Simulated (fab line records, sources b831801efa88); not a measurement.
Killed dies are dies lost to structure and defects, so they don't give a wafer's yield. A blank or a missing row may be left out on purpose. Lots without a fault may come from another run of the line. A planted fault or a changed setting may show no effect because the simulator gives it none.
Split-lot experiment | flow gf180mcu | 5 lots, 23 wafers read, on a route of 602 steps

THE SPLIT
At GF_PSD_DEVELOP_06 (develop time 60 s), the setting dev_temp_c was moved away from the recipe's 23 C on 12 of the 23 wafers read, by -9.4% to +11.7%. The other wafers ran this setting at the recipe's value.

The file shows no step between the split and the reading.

THE READING
cd_nm, in nm, at GF_PSD_CD_MEAS_07 (target cd 400 nm). Fault-free wafers of this fab line usually give 400.7 nm, standard deviation 2.3 nm.

wafer  | tool, chamber at the split | dev_temp_c as run, C | against the recipe | cd_nm, nm | against lot-mates on the recipe
L074.2 | litho_track-01, 0          | 25.69                | +11.7%             | 388.7     | -9.9
L074.3 | litho_track-01, 0          | 23                   | recipe             | 399.3     | -
L074.4 | litho_track-01, 0          | 23                   | recipe             | 397.8     | -
L074.5 | litho_track-01, 0          | 25.69                | +11.7%             | 386.7     | -11.9
L074.6 | litho_track-01, 0          | 25.69                | +11.7%             | 388.3     | -10.2
L078.1 | litho_track-03, 0          | 21.29                | -7.4%              | 409.7     | +5.9
L078.2 | litho_track-03, 0          | 23                   | recipe             | 405.1     | -
L078.4 | litho_track-03, 0          | 21.29                | -7.4%              | 407.9     | +4.1
L078.5 | litho_track-03, 0          | 23                   | recipe             | 402.5     | -
L078.6 | litho_track-03, 0          | 21.29                | -7.4%              | 410.1     | +6.3
L082.2 | litho_track-01, 0          | 23                   | recipe             | 397.6     | -
L082.3 | litho_track-01, 0          | 23                   | recipe             | 401.8     | -
L082.4 | litho_track-01, 0          | 23                   | recipe             | 400.1     | -
L084.1 | litho_track-04, 0          | 20.83                | -9.4%              | 408.8     | +7.4
L084.2 | litho_track-04, 0          | 23                   | recipe             | 401.2     | -
L084.3 | litho_track-04, 0          | 20.83                | -9.4%              | 408.8     | +7.4
L084.4 | litho_track-04, 0          | 23                   | recipe             | 401.5     | -
L084.6 | litho_track-04, 0          | 20.83                | -9.4%              | 409.2     | +7.8
L085.1 | litho_track-04, 0          | 23                   | recipe             | 401.8     | -
L085.3 | litho_track-04, 0          | 23                   | recipe             | 399.5     | -
L085.4 | litho_track-04, 0          | 21.89                | -4.8%              | 405.5     | +4.9
L085.5 | litho_track-04, 0          | 21.89                | -4.8%              | 407.1     | +6.5
L085.6 | litho_track-04, 0          | 21.89                | -4.8%              | 404.5     | +3.9

THE FIT
A straight line over all 23 wafers: cd_nm changes by -1.04 nm for each +1% of dev_temp_c; r = -0.97; the points scatter about the line by 1.8 nm.
The same after taking each lot's own level away (the mean of its wafers on the recipe; 23 wafers): -0.862 nm for each +1%; r = -0.98; scatter 1.2 nm.
On that fit, the largest move of dev_temp_c shifts the reading by 10 nm.
The lots' own levels span 398.55 to 403.80 nm, that is 2.3 times the standard deviation above.
So the lot-to-lot level changes the slope: the two fits differ.
Check: with one of the wafers moved furthest among these (+11.7%) left out of the fit, the line predicts -10.4 nm for it against its lot-mates. It came out at -9.85 nm against them.

OTHER SPLITS ON THESE WAFERS
These wafers also went through other splits before the reading. Each is held against what the fit with the lots' levels taken away leaves over:
other split on the same wafers  | wafers away from the commonest value | r with cd_nm (lot level and that fit taken away)
GF_HV_LDD_COAT_26 resist_thk_nm | 10                                   | -0.15
GF_HV_LDD_IMPLANT_35 dose_cm2   | 5                                    | -0.05
GF_HV_LDD_COAT_41 spin_rpm      | 7                                    | +0.12
GF_HV_LDD_CVD_54 target_thk_nm  | 10                                   | +0.22
GF_NSD_IMPLANT_09 energy_kev    | 9                                    | -0.15

THE FILE'S OWN FIT
cd_nm changes by -0.858 nm for each +1% of dev_temp_c, r = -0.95.
